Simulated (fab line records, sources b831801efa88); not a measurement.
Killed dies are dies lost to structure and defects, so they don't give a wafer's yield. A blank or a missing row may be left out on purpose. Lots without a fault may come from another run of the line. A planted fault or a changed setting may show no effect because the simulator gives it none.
Which tool did it? | flow gf180mcu | 11 lots, 33 wafers sampled, at 6 steps of a route of 602

WHAT THE GAUGES READ, wafer by wafer
GF_HV_LDD_TW_MEAS_38.
lot  | measured     | on            | HV_LDD_3_TW
L742 | day 11 17:41 | film_metro-04 | 1430 1428 1423
L743 | day 12 01:55 | film_metro-04 | 1432 1435 1428
L744 | day 12 09:07 | film_metro-04 | 1433 1429 1438
L746 | day 12 22:15 | film_metro-01 | 1444 1435 1442
L747 | day 13 13:39 | film_metro-04 | 1326 1328 1326
L750 | day 15 02:06 | film_metro-01 | 1334 1326 1335
L758 | day 17 11:59 | film_metro-03 | 1415 1404 1415
L759 | day 17 11:41 | film_metro-03 | 1407 1411 1409
L761 | day 17 23:53 | film_metro-03 | 1415 1409 1412
L762 | day 18 08:38 | film_metro-04 | 1422 1429 1430
L764 | day 19 02:07 | film_metro-03 | 1412 1405 1408

GF_HV_LDD_RS_MEAS_53: measures by four-point-probe.
lot  | measured     | on            | HV_LDD_RS (ohm/sq)
L742 | day 12 13:26 | film_metro-01 | 418.9 417.8 419.3
L743 | day 12 21:36 | film_metro-03 | 417.9 416.7 416.9
L744 | day 13 04:54 | film_metro-01 | 418.8 418.6 419.1
L746 | day 13 18:40 | film_metro-03 | 416.4 417.3 416.2
L747 | day 14 10:41 | film_metro-01 | 436.1 435.7 435.5
L750 | day 16 00:38 | film_metro-01 | 436.5 436.2 436.9
L758 | day 18 11:05 | film_metro-01 | 420.0 419.0 420.2
L759 | day 18 10:44 | film_metro-03 | 420.0 419.9 420.7
L761 | day 18 23:05 | film_metro-04 | 419.3 417.7 418.2
L762 | day 19 08:36 | film_metro-03 | 418.6 418.4 419.3
L764 | day 20 01:27 | film_metro-01 | 419.8 419.6 418.4

WHICH TOOL RAN EACH LOT (tool, then ch and the chambers of the sampled wafers, then the start)
lot  | GF_VT_IMPLANT_RTA_45             | GF_DUAL_GATE_STRIP_13                | GF_POLY_GATE_ETCH_12               | GF_HV_LDD_IMPLANT_34
L742 | rtp_anneal-02 ch 0, day 7 16:17  | plasma_asher-02 ch 0,1, day 8 11:49  | rie_diel-01 ch 0,1,2, day 9 07:54  | implanter-01 ch 0, day 11 17:08
L743 | rtp_anneal-02 ch 0, day 7 23:43  | plasma_asher-04 ch 0,1, day 8 18:31  | rie_diel-04 ch 1,3, day 9 16:21    | implanter-02 ch 0, day 12 01:23
L744 | rtp_anneal-02 ch 0, day 8 07:10  | plasma_asher-04 ch 0, day 9 02:03    | rie_diel-03 ch 1,2,3, day 9 22:50  | implanter-01 ch 0, day 12 08:35
L746 | rtp_anneal-01 ch 0, day 8 19:47  | plasma_asher-01 ch 0,1, day 9 15:12  | rie_diel-01 ch 0,2, day 10 11:41   | implanter-02 ch 0, day 12 21:44
L747 | rtp_anneal-02 ch 0, day 9 06:59  | plasma_asher-04 ch 0, day 10 02:31   | rie_diel-01 ch 0,2,3, day 11 00:08 | implanter-02 ch 0, day 13 13:06
L750 | rtp_anneal-02 ch 0, day 10 14:50 | plasma_asher-02 ch 0,1, day 11 11:46 | rie_diel-04 ch 1,2,3, day 12 10:11 | implanter-02 ch 0, day 15 01:33
L758 | rtp_anneal-02 ch 0, day 12 12:24 | plasma_asher-01 ch 0,1, day 13 11:32 | rie_diel-03 ch 2,3, day 14 14:20   | implanter-01 ch 0, day 17 11:26
L759 | rtp_anneal-02 ch 0, day 12 15:08 | plasma_asher-01 ch 0,1, day 13 13:13 | rie_diel-01 ch 1,2,3, day 14 13:59 | implanter-03 ch 0, day 17 11:08
L761 | rtp_anneal-02 ch 0, day 13 01:11 | plasma_asher-02 ch 0, day 14 01:01   | rie_diel-01 ch 1,2,3, day 15 02:50 | implanter-02 ch 0, day 17 23:20
L762 | rtp_anneal-02 ch 0, day 13 10:02 | plasma_asher-02 ch 0,1, day 14 09:17 | rie_diel-04 ch 0,1,2, day 15 10:17 | implanter-03 ch 0, day 18 08:07
L764 | rtp_anneal-01 ch 0, day 13 23:40 | plasma_asher-04 ch 0,1, day 14 23:50 | rie_diel-04 ch 2,3, day 16 02:17   | implanter-02 ch 0, day 19 01:34
- GF_VT_IMPLANT_RTA_45: time 30 s.
- GF_DUAL_GATE_STRIP_13: strips in O2/N2.
- GF_POLY_GATE_ETCH_12: etches BARC in N2/H2.
- GF_HV_LDD_IMPLANT_34

WHAT THE TOOLS THEMSELVES READ (means of the sampled wafers that have a number; where no wafer has one, the mark that the record gives instead)
GF_VT_IMPLANT_RTA_45.
lot  | tool          | lamp_power_pct (%) | wafer_temp_C_max
L742 | rtp_anneal-02 | 37.9               | 1055.4
L743 | rtp_anneal-02 | 37.9               | 1055.0
L744 | rtp_anneal-02 | 37.9               | 1055.2
L746 | rtp_anneal-01 | 38.6               | 1053.5
L747 | rtp_anneal-02 | 37.9               | 1055.2
L750 | rtp_anneal-02 | 37.9               | 1055.5
L758 | rtp_anneal-02 | 37.9               | 1055.9
L759 | rtp_anneal-02 | 37.9               | 1055.5
L761 | rtp_anneal-02 | 37.8               | 1056.3
L762 | rtp_anneal-02 | 37.9               | 1055.0
L764 | rtp_anneal-01 | 38.6               | 1053.6

GF_DUAL_GATE_STRIP_13.
lot  | tool            | drypump_motor_current_A (A) | heater_power_w (W) | o2_flow_sccm (sccm) | oes_product_au (a.u.) | strip_time_to_endpoint_s (s)
L742 | plasma_asher-02 | 5.7                         | 343                | 3001                | 0.718                 | 12.61
L743 | plasma_asher-04 | 6.0                         | 296                | 3002                | 0.715                 | 12.65
L744 | plasma_asher-04 | 6.0                         | 287                | 3013                | 0.715                 | 12.61
L746 | plasma_asher-01 | 6.5                         | 324                | 3010                | 0.713                 | 12.65
L747 | plasma_asher-04 | 6.0                         | 285                | 3004                | 0.716                 | 12.58
L750 | plasma_asher-02 | 6.0                         | 346                | 3002                | 0.717                 | 12.62
L758 | plasma_asher-01 | 6.5                         | 324                | 3004                | 0.715                 | 12.63
L759 | plasma_asher-01 | 6.4                         | 351                | 3002                | 0.712                 | 12.62
L761 | plasma_asher-02 | 5.4                         | 347                | 3005                | 0.718                 | 12.61
L762 | plasma_asher-02 | 5.7                         | 343                | 2996                | 0.716                 | 12.61
L764 | plasma_asher-04 | 6.0                         | 292                | 2998                | 0.714                 | 12.62

GF_POLY_GATE_ETCH_12.
lot  | tool        | drypump_motor_current_A (A) | oes_product_au (a.u.) | throttle_valve_pct (%)
L742 | rie_diel-01 | 5.4                         | 0.735                 | 13.202
L743 | rie_diel-04 | 5.4                         | 0.730                 | 13.209
L744 | rie_diel-03 | 5.6                         | 0.735                 | 13.220
L746 | rie_diel-01 | 5.1                         | 0.734                 | 13.220
L747 | rie_diel-01 | 5.4                         | 0.736                 | 13.211
L750 | rie_diel-04 | 5.7                         | 0.736                 | 13.219
L758 | rie_diel-03 | 5.7                         | 0.735                 | 13.219
L759 | rie_diel-01 | 5.7                         | 0.737                 | 13.208
L761 | rie_diel-01 | 5.7                         | 0.736                 | 13.209
L762 | rie_diel-04 | 5.9                         | 0.733                 | 13.215
L764 | rie_diel-04 | 5.6                         | 0.741                 | 13.219

GF_HV_LDD_IMPLANT_34.
lot  | tool         | beam_on_s (s) | dose_ions_cm2 | faraday_current_uA
L742 | implanter-01 | 10.08         | 7.511e+12     | 42.1
L743 | implanter-02 | 9.88          | 7.505e+12     | 42.9
L744 | implanter-01 | 10.08         | 7.505e+12     | 42.0
L746 | implanter-02 | 10.11         | 7.493e+12     | 41.8
L747 | implanter-02 | 10.00         | 1.356e+12     | 7.7
L750 | implanter-02 | 9.98          | 1.359e+12     | 7.7
L758 | implanter-01 | 9.85          | 7.505e+12     | 43.0
L759 | implanter-03 | 10.02         | 7.502e+12     | 42.2
L761 | implanter-02 | 10.13         | 7.494e+12     | 41.9
L762 | implanter-03 | 10.07         | 7.499e+12     | 42.1
L764 | implanter-02 | 10.27         | 7.491e+12     | 41.2

THE ANSWER, worked out from the rows above alone
Rule: what is usual is taken from the lots themselves. Put in order of their means at a reading, lots are off if they are a third of the lots or fewer, leave a main group of 4 or more, and stand apart from it by a gap of 3 or more times the standard deviation of the main group's means; of several such gaps the widest counts. A main group whose means are all the same, to the digits that the tables above print for the reading, isn't used. A lot without any number at a reading at which 4 lots or more have one is off too. The other lots that the step has rows for count as sound. The gauges are gone through in route order, then the tools' own readings, and for those a lot's mean is taken as printed above. The first step at which some lot is off is used, and at that step the reading that is off furthest; a lot without a number counts as furthest.
Off: L747, L750, at GF_HV_LDD_TW_MEAS_38 (HV_LDD_3_TW). The main group: mean 1422, standard deviation 11.
A tool fits if, at a process step before that reading, it ran every lot that is off, and no sound lot after the first of them. The gauges at GF_HV_LDD_TW_MEAS_38 aren't tried: what is off there is off at GF_HV_LDD_IMPLANT_34 too, on other tools, and a gauge's error can't cause that. None of those tried fits.

WHAT THE SIMULATOR HAD PUT IN
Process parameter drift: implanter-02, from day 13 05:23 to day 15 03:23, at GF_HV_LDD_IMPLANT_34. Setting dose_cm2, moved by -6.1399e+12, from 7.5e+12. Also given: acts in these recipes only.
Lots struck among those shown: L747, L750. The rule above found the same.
